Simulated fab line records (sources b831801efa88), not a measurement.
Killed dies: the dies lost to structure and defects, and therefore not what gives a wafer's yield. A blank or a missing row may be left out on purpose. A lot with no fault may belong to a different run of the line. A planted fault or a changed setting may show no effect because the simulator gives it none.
Comparing a struck lot with a sound one / flow sky130 / 15 out of 708 route steps
Sound: wafers L195.1, L195.2, L195.5. Wafers struck: L199.1, L199.5, L199.6. At the end, the cause is stated.
Each step with rows lists, per side, the tool, then ch with its chambers, then its first start. Under that, the readings that differ: sound wafers / struck wafers / difference of the means / sigmas: that difference in standard deviations of wafers without a fault.
alike: readings with means less than 2 such deviations apart, plus words and numbers identical on both sides. not compared: withheld readings, readings lacking a value on some wafer, bounds such as >300 that could conceal the same value, and numbers that have no deviation in the record and whose values overlap.
The two part at a step that has a row with sigmas, a row that says differs or no value, or rows on one side only. Non-overlapping numbers with no deviation appear without sigmas and do not part them. A reading missing from all wafers of one side parts the sides only when that side holds two or more wafers.

first, 6 steps without rows for these wafers: SKY_PASSIVATION_HMDS_05 (prime time 60 s); SKY_PASSIVATION_COAT_06 (resist thk 3000 nm); SKY_PASSIVATION_SOFTBAKE_07; SKY_PASSIVATION_EXPOSE_08 (exposes mask NSM, target cd 3000 nm); SKY_PASSIVATION_PEB_09; SKY_PASSIVATION_DEVELOP_10 (develop time 60 s).
SKY_PASSIVATION_ETCH_11: etches the open film in CF4/O2, stops on AlCu, target depth 725 nm, time 161.1 s.
  sound on rieDiel-03 ch 1,2, day 45 02:52; struck on rieDiel-04 ch 2,3, day 46 21:40
  alike: drypumpMotorCurrentA, oesProductAu, throttleValvePct
  not compared: rfHoursCounterH
SKY_PASSIVATION_STRIP_12: strips in O2/N2.
  sound on plasmaAsher-04 ch 0,1, day 45 02:58; struck on plasmaAsher-04 ch 0,1, day 46 21:46
  alike: drypumpMotorCurrentA, oesProductAu, stripTimeToEndpointS
  not compared: rfHoursCounterH
then, 4 steps without rows for these wafers: SKY_PAD_OPEN_DEHYDRATE_00 (time 60 s); SKY_PAD_OPEN_HMDS_01 (prime time 60 s); SKY_PAD_OPEN_COAT_02 (resist thk 3000 nm); SKY_PAD_OPEN_SOFTBAKE_03.
SKY_PAD_OPEN_EXPOSE_04: exposes mask PDM, target cd 60000 nm.
  sound on ilineStepper-02 ch 0, day 45 13:08; struck on ilineStepper-02 ch 0, day 47 07:40
reading=exposureDoseMJCm2; sound=260.17 260.23 260.55; struck=264.29 263.67 263.75; difference=+3.59; sigmas=+14
  alike: mask
next, for these wafers, 1 step has no rows: SKY_PAD_OPEN_PEB_05.
SKY_PAD_OPEN_PROBE_99:
  sound on prober-01, day 46 02:16; struck on prober-02, day 47 19:28
reading=killedOpen; sound=48 37 40; struck=63 41 64; difference=+14; sigmas=+2
  alike: defectLimitedYield, killed_at_M0_to_M3, killed_at_M4_up, killedAtContacts, killedAtFrontEnd, killedAtOther, killedDies, killedOnRim, killedShort, sort_bin_3_pad_short, sort_bin_5_function, sort_bin_6_memory, sortNPass, sortYieldPct

WHERE THEY PART
At SKY_PAD_OPEN_EXPOSE_04 first; at SKY_PAD_OPEN_PROBE_99 last (within this record only).

WHY: whatever the simulator had introduced
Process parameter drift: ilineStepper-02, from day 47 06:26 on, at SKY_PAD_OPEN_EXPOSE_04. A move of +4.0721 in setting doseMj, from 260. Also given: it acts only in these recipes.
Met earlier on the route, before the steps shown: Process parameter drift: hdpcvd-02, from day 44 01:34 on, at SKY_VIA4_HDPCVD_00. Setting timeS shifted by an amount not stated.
